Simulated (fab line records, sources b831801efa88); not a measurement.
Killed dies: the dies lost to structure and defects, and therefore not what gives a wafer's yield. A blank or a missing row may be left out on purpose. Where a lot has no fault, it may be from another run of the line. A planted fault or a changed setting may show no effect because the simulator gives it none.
fab line records | flow sky130
record: lots: 24 wafers: 72 last-day: 50
route steps=708 shown LDD_P@266 RES_XHIGH@340 LOCAL_INTERCONNECT@388 CONTACT@425 METAL2@487
lots that met no fault: taken from a fault-free run of the same line
start-h: hours from the record's first day to the start of the lot's first wafer shown | wait-h: time in hours since the lot's previous step | " as in the row above | L1.1+2: several wafers, shown together as one row | - no value, or no start was given | * or withheld: withheld | < > ~ a bound
route shown NAME@n: a module of which the file shows steps, and the number in the route of the first | usual: mean/standard deviation taken from wafers without a fault | same: alike in all rows | chamber/n: place in a boat | sites: readings site by site | _std_site: standard deviation of those values | _edge_site: outer sites' mean less inner sites' | radius-mm: how far each site lies from the wafer's centre | mask NAME#n: copy n | behind: tool/chamber where the wafer was last shaped | hold: why the lot was held/for how many hours/how that ended | device: transistor that didn't switch, given as n, p or np | end of line: the route-end tests of the same wafers | step lacking rows: just its recipe | killed: dies lost to structure and defects at the first sort, not the wafer's yield | map: dies across one wafer; x = killed, . = not, _ = none there
set.NAME: the setting as run; set.NAME@STEP: as run at that earlier step | model.NAME: the simulator's own value behind a step, which no gauge read
steps of the route over a sample of lots; a table a step, a row a wafer
services: the hour from which a tool's chamber was out of use, counted from the record's first day as start-h (under 0 if before that day), plus the number of hours and why
== steps ==
step: SKY_LDD_P_TW_MEAS_11
usual: LDD_P_TW: 628/3.9
columns lot.wafer tool chamber start-h wait-h LDD_P_TW
L074.2 film-metro-01 - 423.14 0.1 635
L074.3 " - " " 627
L074.5 " - " " 629
L076.1 film-metro-04 - 456.23 0.1 628
L076.2 " - " " 630
L076.4 " - " " 630
L075.1 film-metro-01 - 456.81 0.1 629
L075.5 " - " " 627
L075.6 " - " " 625
L077.2 film-metro-02 - 463.34 0.1 621
L077.4 " - " " 624
L077.5 " - " " 621
L078.1 film-metro-01 - 463.63 0.1 629
L078.2 " - " " 626
L078.5 " - " " 627
L079.1 film-metro-01 - 479.83 0.1 627
L079.4 " - " " 628
L079.6 " - " " 625
L080.1 film-metro-01 - 492.66 0.1 628
L080.4 " - " " 631
L080.6 " - " " 633
L081.2 film-metro-01 - 501.49 0.1 633
L081.4 " - " " 631
L081.5 " - " " 629
L082.2 film-metro-02 - 508.04 0.1 620
L082.5 " - " " 622
L082.6 " - " " 618
L083.2 film-metro-04 - 521.22 0.1 631
L083.4 " - " " 634
L083.6 " - " " 632
L084.1 film-metro-02 - 526.56 0.1 624
L084.3 " - " " 624
L084.4 " - " " 621
L085.3 film-metro-01 - 544.10 0.1 631
L085.5 " - " " 634
L085.6 " - " " 632
L086.3 film-metro-04 - 549.50 0.1 633
L086.4 " - " " 635
L086.5 " - " " 630
L087.1 film-metro-04 - 551.54 0.1 630
L087.2 " - " " 633
L087.5 " - " " 630
L088.1 film-metro-04 - 562.18 0.1 632
L088.4 " - " " 628
L088.6 " - " " 629
L089.1 film-metro-04 - 563.19 0.1 631
L089.2 " - " " 631
L089.3 " - " " 630
L090.1 film-metro-02 - 580.18 0.1 623
L090.4 " - " " 623
L090.6 " - " " 628
L092.1 film-metro-02 - 589.44 0.1 626
L092.3 " - " " 625
L092.6 " - " " 622
L091.1 film-metro-02 - 592.18 0.1 623
L091.2 " - " " 623
L091.6 " - " " 624
L093.1 film-metro-02 - 611.81 0.1 623
L093.3 " - " " 621
L093.6 " - " " 626
L095.1 film-metro-04 - 612.46 0.1 633
L095.4 " - " " 629
L095.6 " - " " 631
L094.1 film-metro-01 - 621.21 0.1 629
L094.3 " - " " 628
L094.5 " - " " 632
L096.2 film-metro-01 - 630.24 0.1 631
L096.5 " - " " 631
L096.6 " - " " 631
L097.2 film-metro-04 - 632.99 0.1 627
L097.3 " - " " 629
L097.4 " - " " 630
step: SKY_RES_XHIGH_STRIP_08
recipe: chemistry: O2/N2 power-w: 1400 pressure-mtorr: 1500 platen-temp-c: withheld o2-flow-sccm: 3000 n2-flow-sccm: 300 overash-fraction: 0.5
usual: drypump-motor-current-A: 5.8/0.48 oes-product-au: 0.711/0.0045 strip-time-to-endpoint-s: 14.30/0.039
same: overash-fraction: 0.5
columns lot.wafer tool chamber start-h wait-h drypump-motor-current-A oes-product-au rf-hours-counter-h strip-time-to-endpoint-s
L074.2 plasma-asher-03 0 611.82 0.1 6.5 0.708 84 14.32
L074.3 " 1 " " 5.6 0.715 - 14.33
L074.5 " 0 " " 6.5 0.704 - 14.35
L076.1 plasma-asher-01 0 636.98 0.1 5.3 0.717 21 14.31
L076.2 " 1 " " 6.3 0.715 21 14.35
L076.4 " 0 " " 5.3 0.713 - 14.36
L075.1 plasma-asher-01 1 639.42 0.1 6.3 0.712 22 14.30
L075.5 " 0 " " 5.3 0.710 - 14.24
L075.6 " 1 " " 6.3 0.713 - 14.27
L077.2 plasma-asher-01 1 644.25 0.1 6.3 0.710 22 14.33
L077.4 " 1 " " 6.3 0.718 - 14.35
L077.5 " 0 " " 5.3 0.713 - 14.36
L078.1 plasma-asher-01 0 644.97 0.1 5.3 0.707 22 14.32
L078.2 " 1 " " 6.3 0.706 22 14.32
L078.5 " 0 " " 5.3 0.715 - 14.30
L079.1 plasma-asher-01 0 660.15 0.1 5.3 0.719 24 14.22
L079.4 " 0 " " 5.3 0.717 - 14.25
L079.6 " 0 " " 5.3 0.717 - 14.27
L080.1 plasma-asher-03 1 672.03 0.1 5.6 0.714 90 14.30
L080.4 " 1 " " 5.5 0.707 - 14.24
L080.6 " 1 " " 5.6 0.714 - 14.27
L081.2 plasma-asher-01 0 679.97 0.1 5.3 0.710 26 14.29
L081.4 " 1 " " 6.3 0.713 - 14.34
L081.5 " 0 " " 5.3 0.705 - 14.29
L082.2 plasma-asher-02 0 686.35 0.1 5.9 0.710 52 14.26
L082.5 " 0 " " 5.9 0.702 - 14.22
L082.6 " 1 " " 5.3 0.717 - 14.21
L083.2 plasma-asher-03 1 699.26 0.1 5.6 0.711 93 14.36
L083.4 " 0 " " 6.5 0.704 - 14.31
L083.6 " 0 " " 6.5 0.704 - 14.33
L084.1 plasma-asher-01 0 705.02 0.1 5.3 0.715 28 14.34
L084.3 " 1 " " 6.3 0.718 - 14.35
L084.4 " 0 " " 5.3 0.710 - 14.33
L085.3 plasma-asher-02 1 718.31 0.1 5.3 0.704 - 14.29
L085.5 " 1 " " 5.3 0.708 - 14.29
L085.6 " 0 " " 5.9 0.709 - 14.29
L086.3 plasma-asher-02 0 726.17 0.1 5.9 0.715 - 14.29
L086.4 " 1 " " 5.3 0.721 - 14.28
L086.5 " 1 " " 5.4 0.715 - 14.29
L087.1 plasma-asher-01 1 728.57 0.1 6.3 0.713 31 14.24
L087.2 " 0 " " 5.3 0.714 31 14.22
L087.5 " 1 " " 6.3 0.715 - 14.27
L088.1 plasma-asher-01 1 735.92 0.1 6.3 0.713 31 14.29
L088.4 " 1 " " 6.3 0.714 - 14.26
L088.6 " 1 " " 6.3 0.712 - 14.27
L089.1 plasma-asher-02 1 739.47 0.1 5.3 0.715 58 14.30
L089.2 " 0 " " 5.9 0.716 58 14.25
L089.3 " 1 " " 5.4 0.718 - 14.23
L090.1 plasma-asher-03 0 750.85 0.1 6.5 0.709 98 14.38
L090.4 " 1 " " 5.6 0.710 - 14.38
L090.6 " 0 " " 6.5 0.713 - 14.34
L092.1 plasma-asher-01 1 760.67 0.1 6.3 0.717 34 14.36
L092.3 " 0 " " 5.3 0.718 - 14.33
L092.6 " 0 " " 5.3 0.708 - 14.33
L091.1 plasma-asher-01 0 764.42 0.1 5.3 0.710 35 14.33
L091.2 " 1 " " 6.3 0.711 35 14.28
L091.6 " 1 " " 6.3 0.706 - 14.29
L093.1 plasma-asher-02 1 781.85 0.1 5.4 0.715 62 14.30
L093.3 " 0 " " 5.9 0.715 - 14.31
L093.6 " 0 " " 5.9 0.718 - 14.25
L095.1 plasma-asher-03 1 782.15 0.1 5.6 0.709 100 14.32
L095.4 " 1 " " 5.6 0.703 - 14.25
L095.6 " 0 " " 6.5 0.718 - 14.30
L094.1 plasma-asher-03 1 791.44 0.1 5.6 0.714 100 14.27
L094.3 " 0 " " 6.5 0.712 - 14.31
L094.5 " 0 " " 6.5 0.713 - 14.27
L096.2 plasma-asher-01 1 797.67 0.1 6.3 0.712 38 14.36
L096.5 " 0 " " 5.3 0.715 - 14.33
L096.6 " 1 " " 6.3 0.710 - 14.33
L097.2 plasma-asher-01 0 800.62 0.1 5.3 0.710 38 14.35
L097.3 " 0 " " 5.3 0.711 - 14.31
L097.4 " 1 " " 6.3 0.710 - 14.31
step: SKY_LOCAL_INTERCONNECT_RS_MEAS_01
recipe: thk-meas-gauge: four-point-probe reads: TiN_of_LOCAL_INTERCONNECT_SPUTTER_00
usual: LOCAL_INTERCONNECT_TIN_RS: 14.08/0.18
columns lot.wafer tool chamber start-h wait-h LOCAL_INTERCONNECT_TIN_RS[ohm/sq]
L074.2 film-metro-04 - 672.19 0.1 14.26
L074.3 " - " " 14.09
L074.5 " - " " 14.14
L076.1 film-metro-04 - 696.30 0.0 13.86
L076.2 " - " " 13.96
L076.4 " - " " 13.89
L075.1 film-metro-03 - 699.89 0.0 14.25
L075.5 " - " " 14.11
L075.6 " - " " 13.84
L077.2 film-metro-01 - 703.35 0.1 13.95
L077.4 " - " " 14.17
L077.5 " - " " 14.03
L078.1 film-metro-04 - 704.96 0.0 14.05
L078.2 " - " " 14.00
L078.5 " - " " 14.29
L079.1 film-metro-03 - 720.03 0.0 14.13
L079.4 " - " " 13.99
L079.6 " - " " 13.88
L080.1 film-metro-01 - 731.36 0.0 14.43
L080.4 " - " " 14.30
L080.6 " - " " 14.26
L081.2 film-metro-01 - 738.14 0.1 14.15
L081.4 " - " " 13.95
L081.5 " - " " 14.13
L082.2 film-metro-03 - 744.10 0.1 13.97
L082.5 " - " " 13.97
L082.6 " - " " 14.26
L083.2 film-metro-03 - 756.86 0.1 14.12
L083.4 " - " " 14.04
L083.6 " - " " 14.10
L084.1 film-metro-01 - 762.79 0.0 14.19
L084.3 " - " " 14.03
L084.4 " - " " 14.36
L085.3 film-metro-04 - 775.50 0.1 14.15
L085.5 " - " " 14.30
L085.6 " - " " 14.36
L086.3 film-metro-01 - 784.11 0.1 13.96
L086.4 " - " " 13.91
L086.5 " - " " 13.94
L087.1 film-metro-03 - 786.16 0.0 13.92
L087.2 " - " " 14.09
L087.5 " - " " 14.09
L088.1 film-metro-03 - 793.29 0.0 13.75
L088.4 " - " " 13.80
L088.6 " - " " 13.75
L089.1 film-metro-03 - 796.07 0.0 14.33
L089.2 " - " " 13.99
L089.3 " - " " 14.26
L090.1 film-metro-03 - 806.84 0.0 14.01
L090.4 " - " " 13.97
L090.6 " - " " 14.13
L092.1 film-metro-04 - 816.14 0.0 13.79
L092.3 " - " " 13.91
L092.6 " - " " 13.86
L091.1 film-metro-04 - 820.62 0.0 14.09
L091.2 " - " " 13.96
L091.6 " - " " 13.86
L093.1 film-metro-01 - 837.09 0.0 13.77
L093.3 " - " " 14.13
L093.6 " - " " 14.21
L095.1 film-metro-03 - 837.79 0.0 14.03
L095.4 " - " " 13.88
L095.6 " - " " 14.11
L094.1 film-metro-01 - 847.74 0.0 14.28
L094.3 " - " " 14.17
L094.5 " - " " 14.27
L096.2 film-metro-04 - 853.76 0.1 13.72
L096.5 " - " " 14.07
L096.6 " - " " 13.80
L097.2 film-metro-03 - 857.63 0.1 14.30
L097.3 " - " " 13.99
L097.4 " - " " 14.24
step: SKY_CONTACT_STRIP_19
recipe: chemistry: O2/N2 power-w: 1400 pressure-mtorr: 1500 platen-temp-c: withheld o2-flow-sccm: 3000 n2-flow-sccm: 300 overash-fraction: 0.5
usual: drypump-motor-current-A: 5.9/0.46 oes-product-au: 0.381/0.0046 strip-time-to-endpoint-s: 3.63/0.033
same: overash-fraction: 0.5
columns lot.wafer tool chamber start-h wait-h drypump-motor-current-A oes-product-au rf-hours-counter-h strip-time-to-endpoint-s
L074.2 plasma-asher-01 1 730.02 - 6.3 0.382 31 3.66
L074.3 " 0 " " 5.3 0.380 - 3.61
L074.5 " 0 " " 5.3 0.386 - 3.66
L076.1 plasma-asher-02 0 753.01 - 5.9 0.384 59 3.59
L076.2 " 1 " " 5.4 0.381 59 3.64
L076.4 " 0 " " 5.9 0.386 - 3.66
L075.1 plasma-asher-03 0 755.93 - 6.5 0.372 99 3.60
L075.5 " 0 " " 6.5 0.379 - 3.58
L075.6 " 1 " " 5.6 0.380 - 3.64
L077.2 plasma-asher-02 1 759.59 - 5.4 0.374 60 3.55
L077.4 " 1 " " 5.4 0.374 - 3.66
L077.5 " 0 " " 5.9 0.376 - 3.56
L078.1 plasma-asher-01 1 761.16 - 6.3 0.379 34 3.58
L078.2 " 0 " " 5.3 0.373 34 3.64
L078.5 " 0 " " 5.3 0.378 - 3.59
L079.1 plasma-asher-02 0 776.14 - 5.9 0.381 62 3.63
L079.4 " 1 " " 5.3 0.378 - 3.58
L079.6 " 0 " " 5.9 0.381 - 3.62
L080.1 plasma-asher-03 0 787.01 - 6.5 0.376 100 3.60
L080.4 " 1 " " 5.6 0.378 - 3.67
L080.6 " 1 " " 5.6 0.388 - 3.69
L081.2 plasma-asher-02 1 793.72 - 5.4 0.384 64 3.61
L081.4 " 1 " " 5.4 0.373 - 3.62
L081.5 " 0 " " 5.9 0.374 - 3.61
L082.2 plasma-asher-01 1 799.06 - 6.3 0.382 38 3.67
L082.5 " 1 " " 6.3 0.383 - 3.62
L082.6 " 0 " " 5.3 0.376 - 3.56
L083.2 plasma-asher-03 0 811.96 - 6.5 0.381 103 3.63
L083.4 " 1 " " 5.6 0.375 - 3.55
L083.6 " 0 " " 6.5 0.375 - 3.63
L084.1 plasma-asher-03 0 817.42 - 6.5 0.381 103 3.63
L084.3 " 1 " " 5.6 0.381 - 3.70
L084.4 " 0 " " 6.5 0.385 - 3.58
L085.3 plasma-asher-03 0 830.59 - 6.5 0.387 - 3.65
L085.5 " 0 " " 6.5 0.385 - 3.67
L085.6 " 1 " " 5.6 0.378 - 3.60
L086.3 plasma-asher-02 1 838.83 - 5.3 0.376 - 3.62
L086.4 " 0 " " 5.9 0.382 - 3.61
L086.5 " 1 " " 5.3 0.385 - 3.61
L087.1 plasma-asher-03 1 840.09 - 5.6 0.383 106 3.65
L087.2 " 0 " " 6.5 0.384 106 3.67
L087.5 " 1 " " 5.6 0.372 - 3.55
L088.1 plasma-asher-02 0 848.51 - 5.9 0.373 70 3.62
L088.4 " 1 " " 5.3 0.380 - 3.59
L088.6 " 0 " " 5.9 0.380 - 3.62
L089.1 plasma-asher-03 0 850.92 - 6.5 0.375 107 3.65
L089.2 " 1 " " 5.6 0.381 107 3.65
L089.3 " 0 " " 6.5 0.371 - 3.65
L090.1 plasma-asher-03 0 861.18 - 6.5 0.378 108 3.64
L090.4 " 1 " " 5.6 0.382 - 3.61
L090.6 " 0 " " 6.5 0.382 - 3.61
L092.1 plasma-asher-03 0 870.14 - 6.5 0.383 109 3.65
L092.3 " 0 " " 6.4 0.385 - 3.64
L092.6 " 0 " " 6.5 0.382 - 3.63
L091.1 plasma-asher-01 1 875.37 - 6.3 0.379 44 3.63
L091.2 " 0 " " 5.3 0.381 44 3.65
L091.6 " 1 " " 6.3 0.378 - 3.60
L093.1 plasma-asher-03 0 890.52 - 6.5 0.380 111 3.63
L093.3 " 1 " " 5.6 0.378 - 3.54
L093.6 " 0 " " 6.5 0.381 - 3.61
L095.1 plasma-asher-03 0 891.54 - 6.5 0.385 111 3.65
L095.4 " 1 " " 5.6 0.384 - 3.62
L095.6 " 0 " " 6.5 0.386 - 3.65
L094.1 plasma-asher-03 0 901.22 - 6.5 0.380 112 3.62
L094.3 " 0 " " 6.5 0.384 - 3.65
L094.5 " 0 " " 6.5 0.386 - 3.66
L096.2 plasma-asher-03 1 907.01 - 5.6 0.380 113 3.64
L096.5 " 1 " " 5.6 0.376 - 3.64
L096.6 " 0 " " 6.5 0.375 - 3.61
L097.2 plasma-asher-01 1 911.02 - 6.3 0.378 48 3.55
L097.3 " 0 " " 5.3 0.379 - 3.66
L097.4 " 1 " " 6.3 0.381 - 3.65
step: SKY_METAL2_SPUTTER_04
recipe: material: TiN target-thk-nm: 70 power-w: 6500 time-s: 58.3 chamber-pressure-pa: 0.4
usual: throttle-valve-pct: 30.4/0.91
columns lot.wafer tool chamber start-h wait-h throttle-valve-pct
L074.2 pvd-sputter-01 - 788.43 0.0 29.1
L074.3 " - " " 28.6
L074.5 " - " " 30.9
L076.1 pvd-sputter-04 - 809.97 0.0 30.8
L076.2 " - " " 31.3
L076.4 " - " " 29.8
L075.1 pvd-sputter-01 - 813.71 0.0 30.8
L075.5 " - " " 28.8
L075.6 " - " " 30.5
L077.2 pvd-sputter-02 - 816.75 0.0 31.2
L077.4 " - " " 31.3
L077.5 " - " " 31.5
L078.1 pvd-sputter-04 - 818.35 0.0 30.8
L078.2 " - " " 29.5
L078.5 " - " " 30.6
L079.1 pvd-sputter-01 - 832.85 0.0 28.8
L079.4 " - " " 30.7
L079.6 " - " " 31.4
L080.1 pvd-sputter-01 - 844.64 0.0 29.2
L080.4 " - " " 30.4
L080.6 " - " " 28.9
L081.2 pvd-sputter-01 - 850.77 0.0 31.1
L081.4 " - " " 31.2
L081.5 " - " " 29.2
L082.2 pvd-sputter-02 - 856.60 0.0 31.6
L082.5 " - " " 31.3
L082.6 " - " " 31.1
L083.2 pvd-sputter-01 - 869.11 0.0 30.6
L083.4 " - " " 31.3
L083.6 " - " " 31.2
L084.1 pvd-sputter-04 - 875.92 0.0 29.4
L084.3 " - " " 30.9
L084.4 " - " " 29.8
L085.3 pvd-sputter-04 - 886.99 0.0 29.6
L085.5 " - " " 30.7
L085.6 " - " " 29.6
L086.3 pvd-sputter-04 - 895.29 0.0 29.7
L086.4 " - " " 30.8
L086.5 " - " " 29.6
L087.1 pvd-sputter-01 - 895.64 0.0 30.8
L087.2 " - " " 31.1
L087.5 " - " " 29.1
L088.1 pvd-sputter-04 - 904.26 0.0 29.5
L088.4 " - " " 30.6
L088.6 " - " " 31.1
L089.1 pvd-sputter-01 - 907.24 0.0 31.3
L089.2 " - " " 28.5
L089.3 " - " " 30.6
L090.1 pvd-sputter-04 - 917.50 0.0 29.6
L090.4 " - " " 29.5
L090.6 " - " " 29.7
L092.1 pvd-sputter-02 - 925.05 0.0 29.4
L092.3 " - " " 31.4
L092.6 " - " " 31.4
L091.1 pvd-sputter-02 - 930.04 0.0 31.1
L091.2 " - " " 29.4
L091.6 " - " " 31.3
L093.1 pvd-sputter-02 - 944.10 0.0 31.5
L093.3 " - " " 31.4
L093.6 " - " " 31.3
L095.1 pvd-sputter-04 - 946.79 0.0 30.7
L095.4 " - " " 30.1
L095.6 " - " " 29.7
L094.1 pvd-sputter-02 - 954.94 0.0 31.3
L094.3 " - " " 31.5
L094.5 " - " " 31.4
L096.2 pvd-sputter-04 - 960.78 0.0 30.8
L096.5 " - " " 29.9
L096.6 " - " " 30.6
L097.2 pvd-sputter-04 - 964.64 0.0 29.6
L097.3 " - " " 30.8
L097.4 " - " " 29.6
step: SKY_METAL2_CD_MEAS_15
recipe: target-cd-nm: 140
usual: cd-nm: 139.7/1.8
columns lot.wafer tool chamber start-h wait-h cd-nm
L074.2 cd-sem-02 - 813.91 - 141.1
L074.3 " - " " 140.8
L074.5 " - " " 140.8
L076.1 cd-sem-01 - 835.72 - 139.5
L076.2 " - " " 138.8
L076.4 " - " " 139.8
L075.1 cd-sem-01 - 840.13 - 137.2
L075.5 " - " " 136.9
L075.6 " - " " 138.1
L077.2 cd-sem-02 - 843.69 - 141.7
L077.4 " - " " 140.9
L077.5 " - " " 140.0
L078.1 cd-sem-02 - 845.19 - 138.6
L078.2 " - " " 138.6
L078.5 " - " " 140.0
L079.1 cd-sem-01 - 858.98 - 140.4
L079.4 " - " " 139.6
L079.6 " - " " 140.1
L080.1 cd-sem-02 - 870.94 - 141.3
L080.4 " - " " 141.6
L080.6 " - " " 141.0
L081.2 cd-sem-01 - 876.66 - 137.7
L081.4 " - " " 137.0
L081.5 " - " " 136.0
L082.2 cd-sem-01 - 882.30 - 140.6
L082.5 " - " " 141.3
L082.6 " - " " 141.2
L083.2 cd-sem-02 - 894.45 - 141.3
L083.4 " - " " 140.8
L083.6 " - " " 141.4
L084.1 cd-sem-01 - 901.51 - 139.5
L084.3 " - " " 141.4
L084.4 " - " " 140.7
L085.3 cd-sem-01 - 912.32 - 137.8
L085.5 " - " " 136.2
L085.6 " - " " 135.5
L086.3 cd-sem-02 - 920.37 - 139.5
L086.4 " - " " 136.9
L086.5 " - " " 139.7
L087.1 cd-sem-01 - 921.12 - 141.9
L087.2 " - " " 140.2
L087.5 " - " " 140.3
L088.1 cd-sem-01 - 928.94 - 140.3
L088.4 " - " " 138.1
L088.6 " - " " 139.0
L089.1 cd-sem-01 - 932.29 - 139.6
L089.2 " - " " 139.4
L089.3 " - " " 139.8
L090.1 cd-sem-01 - 942.19 - 141.6
L090.4 " - " " 141.8
L090.6 " - " " 143.0
L092.1 cd-sem-01 - 950.32 - 141.4
L092.3 " - " " 139.6
L092.6 " - " " 140.3
L091.1 cd-sem-01 - 954.83 - 136.1
L091.2 " - " " 134.9
L091.6 " - " " 135.9
L093.1 cd-sem-01 - 968.13 - 137.9
L093.3 " - " " 138.2
L093.6 " - " " 139.7
L095.1 cd-sem-01 - 970.98 - 140.6
L095.4 " - " " 140.9
L095.6 " - " " 143.2
L094.1 cd-sem-02 - 978.47 - 140.9
L094.3 " - " " 139.0
L094.5 " - " " 139.4
L096.2 cd-sem-02 - 984.49 - 139.4
L096.5 " - " " 139.2
L096.6 " - " " 140.7
L097.2 cd-sem-02 - 988.29 - 142.4
L097.3 " - " " 142.1
L097.4 " - " " 142.1
== services ==
columns tool chamber start-h hours kind
plasma-asher-03 - 601.60 2.7 repair
pvd-sputter-02 - 637.48 43.3 repair
plasma-asher-03 - 641.69 2.8 pm
pvd-sputter-02 - 652.09 2.5 repair
pvd-sputter-01 - 653.49 0.6 repair
pvd-sputter-04 - 661.00 1.6 repair
plasma-asher-01 - 686.82 2.7 repair
pvd-sputter-04 - 705.33 2.1 repair
pvd-sputter-01 - 708.76 3.0 repair
pvd-sputter-04 2 725.82 - consumable-replace:kit
plasma-asher-03 - 746.18 2.1 repair
pvd-sputter-02 - 756.65 1.0 repair
plasma-asher-03 - 758.71 14.6 pm
pvd-sputter-02 - 785.65 0.6 repair
plasma-asher-03 - 789.88 0.8 repair
plasma-asher-01 - 819.44 15.6 pm
pvd-sputter-04 - 835.29 12.5 repair
plasma-asher-01 - 835.78 1.2 repair
plasma-asher-01 - 863.68 1.1 repair
pvd-sputter-02 - 904.34 5.0 repair
plasma-asher-02 - 917.20 0.4 repair
plasma-asher-03 - 933.10 1.2 repair
plasma-asher-01 - 949.66 28.1 pm
pvd-sputter-01 - 959.15 2.2 repair
== key ==
fault none
